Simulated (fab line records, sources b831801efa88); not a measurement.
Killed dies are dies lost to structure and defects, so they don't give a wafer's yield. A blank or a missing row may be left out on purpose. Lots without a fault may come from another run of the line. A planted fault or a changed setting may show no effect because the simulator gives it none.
fab line records | flow sky130
record lots=5 wafers=15 last_day=50
route steps=708 shown SD_P@324 RES_XHIGH@332 SD_N@342 SALICIDE@361 LI_CONTACT@362
lots that met no fault: from a run of the same line without faults
start_h: hours from the record's first day to the start of the lot's first wafer shown | wait_h: hours since the lot's step before | " the same as in the row above | L1.1+2: a row that stands for several wafers | - no value, or no start given | * or withheld: withheld | < > ~ a bound
route shown NAME@n: a module of which the file shows steps, and the number in the route of the first | usual: mean/standard deviation of fault-free wafers | same: alike in all rows | chamber/n: place in a boat | sites: the reading at each site | _std_site: their standard deviation | _edge_site: outer sites' mean less inner sites' | radius_mm: how far each site lies from the wafer's centre | mask NAME#n: copy n | behind: the tool/chamber that last shaped the wafer | hold: why the lot was held/for how many hours/how that ended | device: the transistor (n, p or np) that didn't switch | end of line: the same wafers' tests at the end of the route | a step without rows: its recipe alone | killed: dies lost to structure and defects at the first sort, not the wafer's yield | map: a wafer's dies, x killed, . not, _ none there
set.NAME: the setting as run; set.NAME@STEP: as run at that earlier step | model.NAME: the simulator's own value behind a step, which no gauge read
lots at some steps of the route; a table a step, a row a wafer
services: from which hour (start_h, from the record's first day; less than 0 if before it) a tool's chamber was out of use, for how many hours, and why
## steps
# step SKY_SD_P_EXPOSE_04
# recipe mask_id=PSDM na=0.6 source_shape=conventional sigma_outer=0.6 polarization=unpolarized target_cd_nm=380 dose_mj=138
# columns lot.wafer tool chamber start_h wait_h mask
L080.1+3+5 iline_stepper-01 0 - - PSDM#0
L083.1+2+5 iline_stepper-01 0 - - PSDM#0
L092.1+2+3 iline_stepper-02 0 - - PSDM#0
L093.1+5+6 iline_stepper-01 0 - - PSDM#0
L096.2+3+6 iline_stepper-02 0 - - PSDM#0
# step SKY_SD_P_PEB_05
# recipe temp_c=withheld time_s=* resist=NOVOLAK
# columns lot.wafer tool chamber start_h wait_h
L080.1+3+5 litho_track-03 0 - -
L083.1+2+5 litho_track-01 0 - -
L092.1+2+3 litho_track-04 0 - -
L093.1+5+6 litho_track-04 0 - -
L096.2+3+6 litho_track-01 0 - -
# step SKY_SD_P_DEVELOP_06
# recipe resist=NOVOLAK developer=TMAH develop_time_s=60 dev_temp_c=23
# columns lot.wafer tool chamber start_h wait_h
L080.1+3+5 litho_track-03 0 635.78 0.1
L083.1+2+5 litho_track-01 0 658.04 0.1
L092.1+2+3 litho_track-04 0 736.53 0.1
L093.1+5+6 litho_track-04 0 740.63 0.1
L096.2+3+6 litho_track-01 0 784.11 0.1
# step SKY_SD_P_CD_MEAS_07
# recipe target_cd_nm=380
# usual cd_nm=380.6/2.6
# columns lot.wafer tool chamber start_h wait_h cd_nm
L080.1 cd_sem-01 - 635.93 0.1 383.7
L080.3 " - " " 383.0
L080.5 " - " " 382.0
L083.1 cd_sem-02 - 658.19 0.1 382.5
L083.2 " - " " 383.1
L083.5 " - " " 380.0
L092.1 cd_sem-01 - 736.68 0.1 378.5
L092.2 " - " " 376.5
L092.3 " - " " 375.1
L093.1 cd_sem-01 - 740.78 0.1 379.5
L093.5 " - " " 382.2
L093.6 " - " " 381.3
L096.2 cd_sem-02 - 784.26 0.1 383.3
L096.3 " - " " 386.1
L096.6 " - " " 383.9
# step SKY_SD_P_OVL_MEAS_08
# usual SD_P_OVL=-0.1/1.3
# columns lot.wafer tool chamber start_h wait_h SD_P_OVL[nm]
L080.1 overlay-01 - 636.05 0.1 -1.7
L080.3 " - " " -0.2
L080.5 " - " " -2.8
L083.1 overlay-01 - 658.31 0.1 -0.4
L083.2 " - " " -0.9
L083.5 " - " " -0.3
L092.1 overlay-01 - 736.80 0.1 1.6
L092.2 " - " " 0.7
L092.3 " - " " 2.0
L093.1 overlay-01 - 740.90 0.1 -1.7
L093.5 " - " " -1.0
L093.6 " - " " -1.4
L096.2 overlay-01 - 784.36 0.1 -0.9
L096.3 " - " " 0.3
L096.6 " - " " -0.3
# step SKY_SD_P_IMPLANT_09
# recipe species=BF2 energy_kev=20 dose_cm2=3e+15 tilt_deg=0
# usual faraday_current_uA=12033/470
# columns lot.wafer tool chamber start_h wait_h faraday_current_uA
L080.1 implanter-03 0 636.08 0.0 12161
L080.3 " 0 " " 12464
L080.5 " 0 " " 12122
L083.1 implanter-03 0 658.34 0.0 13128
L083.2 " 0 " " 12184
L083.5 " 0 " " 12457
L092.1 implanter-04 0 736.83 0.0 11433
L092.2 " 0 " " 11400
L092.3 " 0 " " 11515
L093.1 implanter-04 0 740.93 0.0 11081
L093.5 " 0 " " 11369
L093.6 " 0 " " 11430
L096.2 implanter-02 0 784.42 0.0 12241
L096.3 " 0 " " 11975
L096.6 " 0 " " 12332
# step SKY_SD_P_STRIP_10
# recipe chemistry=O2/N2 power_w=1400 pressure_mtorr=1500 platen_temp_c=withheld o2_flow_sccm=3000 n2_flow_sccm=300 overash_fraction=0.5
# usual chamber_pressure_mTorr=1499.9/1.4 drypump_motor_current_A=6.20/0.23 oes_product_au=0.617/0.0047 strip_time_to_endpoint_s=17.47/0.049
# columns lot.wafer tool chamber start_h wait_h chamber_pressure_mTorr drypump_motor_current_A oes_product_au rf_hours_counter_h strip_time_to_endpoint_s
L080.1 plasma_asher-03 0 636.23 0.1 1499.9 6.51 0.617 82 17.43
L080.3 " 1 " " 1497.3 5.93 0.623 - 17.42
L080.5 " 0 " " 1500.8 6.50 0.619 - 17.44
L083.1 plasma_asher-04 0 658.49 0.1 1500.4 6.23 0.616 22 17.49
L083.2 " 1 " " 1500.6 6.23 0.619 22 17.47
L083.5 " 1 " " 1497.5 6.20 0.610 - 17.45
L092.1 plasma_asher-04 0 736.98 0.1 1499.5 6.27 0.619 30 17.42
L092.2 " 1 " " 1501.9 6.22 0.614 30 17.44
L092.3 " 0 " " 1500.3 6.27 0.620 - 17.43
L093.1 plasma_asher-03 1 741.08 0.1 1497.3 5.95 0.618 93 17.54
L093.5 " 0 " " 1500.6 6.47 0.614 - 17.48
L093.6 " 1 " " 1501.4 5.94 0.613 - 17.48
L096.2 plasma_asher-04 0 784.54 0.1 1499.8 6.23 0.624 34 17.43
L096.3 " 1 " " 1499.5 6.20 0.621 - 17.38
L096.6 " 1 " " 1499.5 6.21 0.619 - 17.41
# step SKY_SD_P_TW_MEAS_11
# usual SD_P_TW=2815/19
# columns lot.wafer tool chamber start_h wait_h SD_P_TW
L080.1 film_metro-04 - 636.33 0.1 2869
L080.3 " - " " 2845
L080.5 " - " " 2849
L083.1 film_metro-03 - 658.59 0.1 2791
L083.2 " - " " 2782
L083.5 " - " " 2790
L092.1 film_metro-02 - 737.08 0.1 2820
L092.2 " - " " 2827
L092.3 " - " " 2812
L093.1 film_metro-02 - 741.18 0.1 2813
L093.5 " - " " 2814
L093.6 " - " " 2819
L096.2 film_metro-02 - 784.65 0.1 2817
L096.3 " - " " 2799
L096.6 " - " " 2799
# step SKY_RES_XHIGH_DEHYDRATE_00
# recipe temp_c=200 time_s=60
# columns lot.wafer tool chamber start_h wait_h
L080.1+3+5 litho_track-04 0 649.58 13.2
L083.1+2+5 litho_track-02 0 672.95 14.3
L092.1+2+3 litho_track-02 0 750.45 13.4
L093.1+5+6 litho_track-03 0 755.43 14.2
L096.2+3+6 litho_track-02 0 796.58 11.9
# step SKY_RES_XHIGH_HMDS_01
# recipe prime_time_s=60 prime_temp_c=120
# columns lot.wafer tool chamber start_h wait_h
L080.1+3+5 litho_track-04 0 649.73 0.1
L083.1+2+5 litho_track-02 0 673.10 0.1
L092.1+2+3 litho_track-02 0 750.60 0.1
L093.1+5+6 litho_track-03 0 755.58 0.1
L096.2+3+6 litho_track-02 0 796.73 0.1
# step SKY_RES_XHIGH_COAT_02
# recipe resist=NOVOLAK spin_rpm=3000 resist_thk_nm=1140
# columns lot.wafer tool chamber start_h wait_h
L080.1+3+5 litho_track-04 0 649.88 0.1
L083.1+2+5 litho_track-02 0 673.25 0.1
L092.1+2+3 litho_track-02 0 750.75 0.1
L093.1+5+6 litho_track-03 0 755.73 0.1
L096.2+3+6 litho_track-02 0 796.88 0.1
# step SKY_RES_XHIGH_SOFTBAKE_03
# recipe temp_c=90 time_s=60 resist=NOVOLAK
# columns lot.wafer tool chamber start_h wait_h
L080.1+3+5 litho_track-04 0 650.03 0.1
L083.1+2+5 litho_track-02 0 673.40 0.1
L092.1+2+3 litho_track-02 0 750.90 0.1
L093.1+5+6 litho_track-03 0 755.88 0.1
L096.2+3+6 litho_track-02 0 797.03 0.1
# step SKY_RES_XHIGH_EXPOSE_04
# recipe mask_id=URPM na=0.6 source_shape=conventional sigma_outer=0.6 polarization=unpolarized target_cd_nm=1270 dose_mj=140
# columns lot.wafer tool chamber start_h wait_h mask
L080.1+3+5 iline_stepper-01 0 - - URPM#0
L083.1+2+5 iline_stepper-01 0 - - URPM#0
L092.1+2+3 iline_stepper-01 0 - - URPM#0
L093.1+5+6 iline_stepper-01 0 - - URPM#0
L096.2+3+6 iline_stepper-02 0 - - URPM#0
# step SKY_RES_XHIGH_PEB_05
# recipe temp_c=withheld time_s=* resist=NOVOLAK
# columns lot.wafer tool chamber start_h wait_h
L080.1+3+5 litho_track-04 0 - -
L083.1+2+5 litho_track-02 0 - -
L092.1+2+3 litho_track-04 0 - -
L093.1+5+6 litho_track-02 0 - -
L096.2+3+6 litho_track-02 0 - -
# step SKY_RES_XHIGH_DEVELOP_06
# recipe resist=NOVOLAK developer=TMAH develop_time_s=60 dev_temp_c=23
# columns lot.wafer tool chamber start_h wait_h
L080.1+3+5 litho_track-04 0 664.43 0.1
L083.1+2+5 litho_track-02 0 686.85 0.1
L092.1+2+3 litho_track-04 0 764.93 0.1
L093.1+5+6 litho_track-02 0 769.30 0.1
L096.2+3+6 litho_track-02 0 810.53 0.1
# step SKY_RES_XHIGH_IMPLANT_07
# recipe species=BF2 energy_kev=20 dose_cm2=3.6e+14 tilt_deg=0
# usual faraday_current_uA=507/18
# columns lot.wafer tool chamber start_h wait_h faraday_current_uA
L080.1 implanter-04 0 664.58 0.1 490
L080.3 " 0 " " 482
L080.5 " 0 " " 502
L083.1 implanter-01 0 687.00 0.1 492
L083.2 " 0 " " 506
L083.5 " 0 " " 482
L092.1 implanter-04 0 765.08 0.1 501
L092.2 " 0 " " 485
L092.3 " 0 " " 498
L093.1 implanter-04 0 769.45 0.1 493
L093.5 " 0 " " 497
L093.6 " 0 " " 509
L096.2 implanter-04 0 810.68 0.1 502
L096.3 " 0 " " 516
L096.6 " 0 " " 482
# step SKY_RES_XHIGH_STRIP_08
# recipe chemistry=O2/N2 power_w=1400 pressure_mtorr=1500 platen_temp_c=withheld o2_flow_sccm=3000 n2_flow_sccm=300 overash_fraction=0.5
# usual chamber_pressure_mTorr=1500.0/1.3 drypump_motor_current_A=5.9/0.54 oes_product_au=0.712/0.0043 strip_time_to_endpoint_s=14.30/0.04
# columns lot.wafer tool chamber start_h wait_h chamber_pressure_mTorr drypump_motor_current_A oes_product_au rf_hours_counter_h strip_time_to_endpoint_s
L080.1 plasma_asher-03 0 664.73 0.1 1502.4 6.5 0.709 85 14.35
L080.3 " 1 " " 1500.1 6.0 0.708 - 14.30
L080.5 " 0 " " 1499.6 6.5 0.719 - 14.37
L083.1 plasma_asher-01 0 687.15 0.1 1498.8 5.4 0.707 101 14.26
L083.2 " 1 " " 1500.2 5.9 0.717 101 14.23
L083.5 " 0 " " 1501.2 5.4 0.707 - 14.27
L092.1 plasma_asher-02 1 765.23 0.1 1499.2 6.2 0.708 60 14.33
L092.2 " 0 " " 1500.1 5.0 0.719 60 14.31
L092.3 " 1 " " 1498.1 6.2 0.703 - 14.30
L093.1 plasma_asher-03 0 769.60 0.1 1499.6 6.5 0.715 96 14.29
L093.5 " 0 " " 1498.6 6.5 0.711 - 14.26
L093.6 " 1 " " 1498.1 5.9 0.716 - 14.34
L096.2 plasma_asher-02 0 810.80 0.1 1502.3 5.0 0.717 64 14.22
L096.3 " 1 " " 1498.8 6.2 0.712 - 14.25
L096.6 " 0 " " 1499.7 5.0 0.707 - 14.25
# step SKY_RES_XHIGH_TW_MEAS_09
# usual RES_XHIGH_TW=1634/11
# columns lot.wafer tool chamber start_h wait_h RES_XHIGH_TW
L080.1 film_metro-03 - 664.83 0.1 1612
L080.3 " - " " 1606
L080.5 " - " " 1605
L083.1 film_metro-04 - 687.25 0.1 1646
L083.2 " - " " 1644
L083.5 " - " " 1648
L092.1 film_metro-04 - 765.33 0.1 1646
L092.2 " - " " 1648
L092.3 " - " " 1639
L093.1 film_metro-02 - 769.70 0.1 1630
L093.5 " - " " 1635
L093.6 " - " " 1636
L096.2 film_metro-02 - 810.91 0.1 1626
L096.3 " - " " 1620
L096.6 " - " " 1622
# step SKY_SD_N_DEHYDRATE_00
# recipe temp_c=200 time_s=60
# columns lot.wafer tool chamber start_h wait_h
L080.1+3+5 litho_track-01 0 677.94 13.1
L083.1+2+5 litho_track-01 0 701.59 14.3
L092.1+2+3 litho_track-02 0 777.85 12.5
L093.1+5+6 litho_track-04 0 782.88 13.2
L096.2+3+6 litho_track-01 0 823.16 12.2
# step SKY_SD_N_HMDS_01
# recipe prime_time_s=60 prime_temp_c=120
# columns lot.wafer tool chamber start_h wait_h
L080.1+3+5 litho_track-01 0 678.09 0.1
L083.1+2+5 litho_track-01 0 701.74 0.1
L092.1+2+3 litho_track-02 0 778.00 0.1
L093.1+5+6 litho_track-04 0 783.03 0.1
L096.2+3+6 litho_track-01 0 823.31 0.1
# step SKY_SD_N_COAT_02
# recipe resist=NOVOLAK spin_rpm=3000 resist_thk_nm=1140
# columns lot.wafer tool chamber start_h wait_h
L080.1+3+5 litho_track-01 0 678.24 0.1
L083.1+2+5 litho_track-01 0 701.89 0.1
L092.1+2+3 litho_track-02 0 778.15 0.1
L093.1+5+6 litho_track-04 0 783.18 0.1
L096.2+3+6 litho_track-01 0 823.46 0.1
# step SKY_SD_N_SOFTBAKE_03
# recipe temp_c=90 time_s=60 resist=NOVOLAK
# columns lot.wafer tool chamber start_h wait_h
L080.1+3+5 litho_track-01 0 678.39 0.1
L083.1+2+5 litho_track-01 0 702.04 0.1
L092.1+2+3 litho_track-02 0 778.30 0.1
L093.1+5+6 litho_track-04 0 783.33 0.1
L096.2+3+6 litho_track-01 0 823.61 0.1
# step SKY_SD_N_EXPOSE_04
# recipe mask_id=NSDM na=0.6 source_shape=conventional sigma_outer=0.6 polarization=unpolarized target_cd_nm=380 dose_mj=141
# columns lot.wafer tool chamber start_h wait_h mask
L080.1+3+5 iline_stepper-01 0 - - NSDM#0
L083.1+2+5 iline_stepper-01 0 - - NSDM#0
L092.1+2+3 iline_stepper-02 0 - - NSDM#0
L093.1+5+6 iline_stepper-01 0 - - NSDM#0
L096.2+3+6 iline_stepper-02 0 - - NSDM#0
# step SKY_SD_N_PEB_05
# recipe temp_c=withheld time_s=* resist=NOVOLAK
# columns lot.wafer tool chamber start_h wait_h
L080.1+3+5 litho_track-02 0 - -
L083.1+2+5 litho_track-04 0 - -
L092.1+2+3 litho_track-01 0 - -
L093.1+5+6 litho_track-01 0 - -
L096.2+3+6 litho_track-04 0 - -
# step SKY_SD_N_DEVELOP_06
# recipe resist=NOVOLAK developer=TMAH develop_time_s=60 dev_temp_c=23
# columns lot.wafer tool chamber start_h wait_h
L080.1+3+5 litho_track-02 0 692.15 0.1
L083.1+2+5 litho_track-04 0 715.43 0.1
L092.1+2+3 litho_track-01 0 791.84 0.1
L093.1+5+6 litho_track-01 0 795.79 0.1
L096.2+3+6 litho_track-04 0 837.15 0.1
# step SKY_SD_N_CD_MEAS_07
# recipe target_cd_nm=380
# usual cd_nm=379.3/2.2
# columns lot.wafer tool chamber start_h wait_h cd_nm
L080.1 cd_sem-02 - 692.30 0.1 380.2
L080.3 " - " " 381.8
L080.5 " - " " 379.4
L083.1 cd_sem-02 - 715.58 0.1 382.9
L083.2 " - " " 382.0
L083.5 " - " " 379.9
L092.1 cd_sem-01 - 791.99 0.1 377.2
L092.2 " - " " 379.5
L092.3 " - " " 379.3
L093.1 cd_sem-01 - 795.94 0.1 375.7
L093.5 " - " " 377.7
L093.6 " - " " 376.0
L096.2 cd_sem-01 - 837.30 0.1 381.0
L096.3 " - " " 384.0
L096.6 " - " " 380.3
# step SKY_SD_N_OVL_MEAS_08
# usual SD_N_OVL=0.9/1.4
# columns lot.wafer tool chamber start_h wait_h SD_N_OVL[nm]
L080.1 overlay-01 - 692.42 0.1 4.7
L080.3 " - " " 2.0
L080.5 " - " " 1.7
L083.1 overlay-01 - 715.70 0.1 -0.5
L083.2 " - " " 1.3
L083.5 " - " " 0.4
L092.1 overlay-02 - 792.11 0.1 0.4
L092.2 " - " " -0.3
L092.3 " - " " -0.6
L093.1 overlay-02 - 796.06 0.1 -0.7
L093.5 " - " " 0.8
L093.6 " - " " -1.3
L096.2 overlay-02 - 837.40 0.1 -2.2
L096.3 " - " " -0.2
L096.6 " - " " 0.4
# step SKY_SD_N_IMPLANT_09
# recipe species=As energy_kev=50 dose_cm2=4e+15 tilt_deg=0
# usual faraday_current_uA=11983/550
# columns lot.wafer tool chamber start_h wait_h faraday_current_uA
L080.1 implanter-02 0 692.46 0.0 11996
L080.3 " 0 " " 12237
L080.5 " 0 " " 11795
L083.1 implanter-01 0 715.73 0.0 11167
L083.2 " 0 " " 11336
L083.5 " 0 " " 11731
L092.1 implanter-03 0 792.14 0.0 12845
L092.2 " 0 " " 12403
L092.3 " 0 " " 12791
L093.1 implanter-01 0 796.09 0.0 11290
L093.5 " 0 " " 11402
L093.6 " 0 " " 10988
L096.2 implanter-01 0 837.46 0.0 10899
L096.3 " 0 " " 11620
L096.6 " 0 " " 11201
# step SKY_SD_N_IMPLANT_10
# recipe species=P energy_kev=20 dose_cm2=1e+14 tilt_deg=0
# usual faraday_current_uA=523/26
# columns lot.wafer tool chamber start_h wait_h faraday_current_uA
L080.1 implanter-02 0 692.61 0.1 503
L080.3 " 0 " " 541
L080.5 " 0 " " 541
L083.1 implanter-01 0 715.88 0.1 481
L083.2 " 0 " " 475
L083.5 " 0 " " 484
L092.1 implanter-03 0 792.29 0.1 514
L092.2 " 0 " " 536
L092.3 " 0 " " 554
L093.1 implanter-01 0 796.24 0.1 489
L093.5 " 0 " " 486
L093.6 " 0 " " 494
L096.2 implanter-01 0 837.61 0.1 485
L096.3 " 0 " " 507
L096.6 " 0 " " 494
# step SKY_SD_N_STRIP_11
# recipe chemistry=O2/N2 power_w=1400 pressure_mtorr=1500 platen_temp_c=withheld o2_flow_sccm=3000 n2_flow_sccm=300 overash_fraction=0.5
# usual chamber_pressure_mTorr=1499.9/1.5 drypump_motor_current_A=5.8/0.47 oes_product_au=0.528/0.0045 strip_time_to_endpoint_s=22.55/0.036
# columns lot.wafer tool chamber start_h wait_h chamber_pressure_mTorr drypump_motor_current_A oes_product_au rf_hours_counter_h strip_time_to_endpoint_s
L080.1 plasma_asher-02 1 692.76 0.1 1499.4 6.2 0.533 52 22.57
L080.3 " 0 " " 1502.8 5.0 0.530 - 22.55
L080.5 " 0 " " 1502.5 5.0 0.523 - 22.59
L083.1 plasma_asher-02 0 716.03 0.1 1499.6 5.0 0.526 55 22.46
L083.2 " 1 " " 1498.9 6.2 0.530 55 22.50
L083.5 " 1 " " 1497.8 6.2 0.530 - 22.55
L092.1 plasma_asher-02 1 792.44 0.1 1499.7 6.2 0.527 62 22.61
L092.2 " 0 " " 1498.4 5.0 0.533 62 22.54
L092.3 " 0 " " 1499.2 5.0 0.526 - 22.53
L093.1 plasma_asher-02 0 796.39 0.1 1498.2 5.0 0.526 63 22.61
L093.5 " 0 " " 1500.8 5.0 0.529 - 22.56
L093.6 " 1 " " 1500.8 6.2 0.526 - 22.59
L096.2 plasma_asher-01 0 837.73 0.1 1499.1 5.4 0.529 8 22.58
L096.3 " 0 " " 1500.7 5.4 0.531 - 22.50
L096.6 " 1 " " 1500.3 5.9 0.534 - 22.49
# step SKY_SD_N_TW_MEAS_12
# usual SD_N_TW=3964/29
# columns lot.wafer tool chamber start_h wait_h SD_N_TW
L080.1 film_metro-04 - 692.86 0.1 3994
L080.3 " - " " 3985
L080.5 " - " " 3992
L083.1 film_metro-02 - 716.13 0.1 3957
L083.2 " - " " 3927
L083.5 " - " " 3958
L092.1 film_metro-02 - 792.54 0.1 3970
L092.2 " - " " 3973
L092.3 " - " " 3940
L093.1 film_metro-02 - 796.49 0.1 3959
L093.5 " - " " 3975
L093.6 " - " " 3990
L096.2 film_metro-03 - 837.84 0.1 3954
L096.3 " - " " 3951
L096.6 " - " " 3952
# step SKY_SD_N_CLEAN_13
# recipe chemistry=SC1/SC2 mix=1:4:20 temp_c=70 time_s=150 dry=n2_spin
# columns lot.wafer tool chamber start_h wait_h
L080.1+3+5 wet_bench-01 1 692.92 0.1
L083.1+2+5 wet_bench-01 0 716.19 0.1
L092.1+2+3 wet_bench-02 3 792.60 0.1
L093.1+5+6 wet_bench-01 0 796.55 0.1
L096.2+3+6 wet_bench-02 3 837.89 0.0
# step SKY_SD_N_RTA_14
# recipe temp_c=1075 time_s=2 idle_temp_c=650 ramp_up_c_per_s=150 ramp_down_c_per_s=90 ambient=N2
# usual lamp_power_pct=15.74/0.053 wafer_temp_C_max=1078.1/1.2
# columns lot.wafer tool chamber start_h wait_h lamp_power_pct wafer_temp_C_max
L080.1 rtp_anneal-02 0 692.97 0.0 15.77 1077.2
L080.3 " 0 " " 15.62 1077.4
L080.5 " 0 " " 15.75 1077.5
L083.1 rtp_anneal-01 0 716.24 0.0 15.77 1078.1
L083.2 " 0 " " 15.71 1079.7
L083.5 " 0 " " 15.80 1077.2
L092.1 rtp_anneal-02 0 792.65 0.0 15.78 1077.5
L092.2 " 0 " " 15.73 1080.1
L092.3 " 0 " " 15.79 1079.2
L093.1 rtp_anneal-01 0 796.60 0.0 15.76 1080.3
L093.5 " 0 " " 15.75 1078.3
L093.6 " 0 " " 15.74 1077.1
L096.2 rtp_anneal-01 0 837.96 0.0 15.74 1076.5
L096.3 " 0 " " 15.83 1077.3
L096.6 " 0 " " 15.69 1077.9
# step SKY_SD_N_RS_MEAS_16
# recipe thk_meas_gauge=four-point-probe
# usual SD_N_RS=68.48/0.11
# columns lot.wafer tool chamber start_h wait_h SD_N_RS[ohm/sq]
L080.1 film_metro-02 - 693.14 0.1 68.44
L080.3 " - " " 68.35
L080.5 " - " " 68.53
L083.1 film_metro-04 - 716.42 0.1 68.47
L083.2 " - " " 68.55
L083.5 " - " " 68.47
L092.1 film_metro-04 - 792.88 0.1 68.52
L092.2 " - " " 68.35
L092.3 " - " " 68.45
L093.1 film_metro-02 - 796.81 0.1 68.38
L093.5 " - " " 68.44
L093.6 " - " " 68.47
L096.2 film_metro-02 - 838.19 0.1 68.53
L096.3 " - " " 68.49
L096.6 " - " " 68.46
# step SKY_SD_N_RS_MEAS_17
# recipe thk_meas_gauge=four-point-probe
# usual SD_P_RS=146.9/0.32
# columns lot.wafer tool chamber start_h wait_h SD_P_RS[ohm/sq]
L080.1 film_metro-02 - 693.26 0.1 147.2
L080.3 " - " " 147.1
L080.5 " - " " 147.0
L083.1 film_metro-04 - 716.54 0.1 146.9
L083.2 " - " " 146.7
L083.5 " - " " 147.1
L092.1 film_metro-04 - 793.00 0.1 147.1
L092.2 " - " " 146.9
L092.3 " - " " 147.2
L093.1 film_metro-02 - 796.93 0.1 146.7
L093.5 " - " " 147.0
L093.6 " - " " 146.5
L096.2 film_metro-02 - 838.31 0.1 147.0
L096.3 " - " " 147.0
L096.6 " - " " 146.8
# step SKY_SD_N_RS_MEAS_18
# recipe thk_meas_gauge=four-point-probe
# usual RES_XHIGH_RS=332.8/1.3
# columns lot.wafer tool chamber start_h wait_h RES_XHIGH_RS[ohm/sq]
L080.1 film_metro-02 - 693.38 0.1 333.7
L080.3 " - " " 334.5
L080.5 " - " " 333.4
L083.1 film_metro-04 - 716.66 0.1 333.5
L083.2 " - " " 331.6
L083.5 " - " " 333.2
L092.1 film_metro-04 - 793.12 0.1 331.8
L092.2 " - " " 332.7
L092.3 " - " " 332.0
L093.1 film_metro-02 - 797.05 0.1 331.7
L093.5 " - " " 330.8
L093.6 " - " " 331.2
L096.2 film_metro-02 - 838.43 0.1 335.0
L096.3 " - " " 334.4
L096.6 " - " " 335.0
# step SKY_SALICIDE_CLEAN_00
# recipe chemistry=HF-last time_s=30 dilution=100:1 dry=ipa_marangoni
# columns lot.wafer tool chamber start_h wait_h
L080.1+3+5 wet_bench-04 3 693.50 0.1
L083.1+2+5 wet_bench-03 1 716.78 0.1
L092.1+2+3 wet_bench-04 0 793.24 0.1
L093.1+5+6 wet_bench-01 2 797.17 0.1
L096.2+3+6 wet_bench-01 2 838.53 0.1
# step SKY_LI_CONTACT_HDPCVD_00
# recipe material=PSG target_thk_nm=930 sigma_open_frac=0.3 time_s=155 temp_c=600 sih4_flow_sccm=60 pressure_mtorr=6
# columns lot.wafer tool chamber start_h wait_h
L080.1+3+5 hdpcvd-02 2,0,2 693.52 0.0
L083.1+2+5 hdpcvd-01 1,2,0 716.79 0.0
L092.1+2+3 hdpcvd-02 0,1,2 793.26 0.0
L093.1+5+6 hdpcvd-01 2,2,0 797.19 0.0
L096.2+3+6 hdpcvd-01 2,0,1 838.55 0.0
# step SKY_LI_CONTACT_THK_MEAS_01
# recipe reads=PSG_of_LI_CONTACT_HDPCVD_00
# usual LI_CONTACT_HDPCVD_THK=926/9.1
# columns lot.wafer tool chamber start_h wait_h LI_CONTACT_HDPCVD_THK[nm]
L080.1 film_metro-04 - 693.62 0.1 934
L080.3 " - " " 932
L080.5 " - " " 931
L083.1 film_metro-02 - 716.89 0.1 920
L083.2 " - " " 919
L083.5 " - " " 927
L092.1 film_metro-04 - 793.36 0.1 925
L092.2 " - " " 928
L092.3 " - " " 933
L093.1 film_metro-04 - 797.34 0.1 922
L093.5 " - " " 919
L093.6 " - " " 924
L096.2 film_metro-02 - 838.66 0.1 923
L096.3 " - " " 917
L096.6 " - " " 919
# step SKY_LI_CONTACT_CMP_02
# recipe material=PSG down_force_psi=4 platen_rpm=60 pad_velocity_m_s=0.94248
# usual motor_current_A=13.0/1.5 time_to_endpoint_s=31.4/2.4
# columns lot.wafer tool chamber start_h wait_h motor_current_A time_to_endpoint_s
L080.1 cmp-01 3 693.78 0.1 15.0 31.8
L080.3 " 0 " " 10.6 30.7
L080.5 " 2 " " 13.5 28.4
L083.2 cmp-01 3 717.00 0.1 14.6 31.4
L083.1 " 1 " " 11.3 28.9
L083.5 " 3 " " 14.5 34.0
L092.3 cmp-02 2 793.49 0.1 14.5 33.5
L092.1 " 0 " " 11.9 29.3
L092.2 " 1 " " 12.5 30.3
L093.1 cmp-01 2 797.40 0.1 14.1 26.6
L093.5 " 2 " " 13.8 26.1
L093.6 " 3 " " 15.1 30.9
L096.2 cmp-01 1 838.71 0.0 11.3 28.8
L096.3 " 3 " " 14.5 32.2
L096.6 " 1 " " 11.1 29.2
# step SKY_LI_CONTACT_BOW_MEAS_03
# recipe mode=bow
# usual LI_CONTACT_BOW=55/7.4
# columns lot.wafer tool chamber start_h wait_h LI_CONTACT_BOW[um]
L080.1 film_metro-02 - 693.98 0.1 64
L080.3 " - " " 70
L080.5 " - " " 51
L083.1 film_metro-04 - 717.25 0.1 47
L083.2 " - " " 49
L083.5 " - " " 55
L092.1 film_metro-04 - 794.09 0.5 60
L092.2 " - " " 51
L092.3 " - " " 63
L093.1 film_metro-04 - 797.70 0.2 63
L093.5 " - " " 61
L093.6 " - " " 56
L096.2 film_metro-03 - 839.03 0.3 45
L096.3 " - " " 56
L096.6 " - " " 61
# step SKY_LI_CONTACT_DEHYDRATE_04
# recipe temp_c=200 time_s=60
# columns lot.wafer tool chamber start_h wait_h
L080.1+3+5 litho_track-01 0 707.39 13.4
L083.1+2+5 litho_track-02 0 730.75 13.5
L092.1+2+3 litho_track-03 0 806.28 12.2
L093.1+5+6 litho_track-01 0 810.89 13.2
L096.2+3+6 litho_track-02 0 851.43 12.4
# step SKY_LI_CONTACT_HMDS_05
# recipe prime_time_s=60 prime_temp_c=120
# columns lot.wafer tool chamber start_h wait_h
L080.1+3+5 litho_track-01 0 707.54 0.1
L083.1+2+5 litho_track-02 0 730.90 0.1
L092.1+2+3 litho_track-03 0 806.43 0.1
L093.1+5+6 litho_track-01 0 811.04 0.1
L096.2+3+6 litho_track-02 0 851.58 0.1
# step SKY_LI_CONTACT_COAT_06
# recipe resist=BARC temp_c=withheld time_s=withheld spin_rpm=3000 resist_thk_nm=60
# columns lot.wafer tool chamber start_h wait_h
L080.1+3+5 litho_track-01 0 707.69 0.1
L083.1+2+5 litho_track-02 0 731.05 0.1
L092.1+2+3 litho_track-03 0 806.58 0.1
L093.1+5+6 litho_track-01 0 811.19 0.1
L096.2+3+6 litho_track-02 0 851.73 0.1
# step SKY_LI_CONTACT_COAT_07
# recipe resist=KrF-thick spin_rpm=3063 resist_thk_nm=450
# columns lot.wafer tool chamber start_h wait_h
L080.1+3+5 litho_track-01 0 - -
L083.1+2+5 litho_track-02 0 - -
L092.1+2+3 litho_track-03 0 - -
L093.1+5+6 litho_track-01 0 - -
L096.2+3+6 litho_track-02 0 - -
## services
# columns tool chamber start_h hours kind
implanter-04 - 599.70 2.5 repair
iline_stepper-01 - 602.14 1.7 pm
iline_stepper-02 - 611.03 3.8 repair
implanter-03 - 639.11 1.2 repair
iline_stepper-01 - 644.94 4.4 pm
cmp-01 - 661.88 1.3 repair
iline_stepper-02 - 669.96 4.3 pm
implanter-03 - 686.32 4.6 pm
implanter-01 - 690.93 1.6 repair
implanter-01 - 698.69 7.8 repair
iline_stepper-02 - 700.93 1.7 pm
implanter-01 - 706.48 3.2 pm
implanter-04 - 713.16 3.1 pm
implanter-04 - 715.96 5.1 repair
cmp-01 - 731.33 0.4 repair
plasma_asher-02 - 788.03 0.9 repair
cmp-01 - 792.24 4.7 pm
implanter-04 - 814.52 1.4 repair
cmp-01 - 819.24 15.2 pm
iline_stepper-01 - 820.32 1.7 pm
implanter-03 - 820.42 3.1 repair
implanter-04 - 831.99 2.1 repair
iline_stepper-01 - 832.70 1.3 repair
implanter-04 - 833.23 5.4 repair
## key
fault none
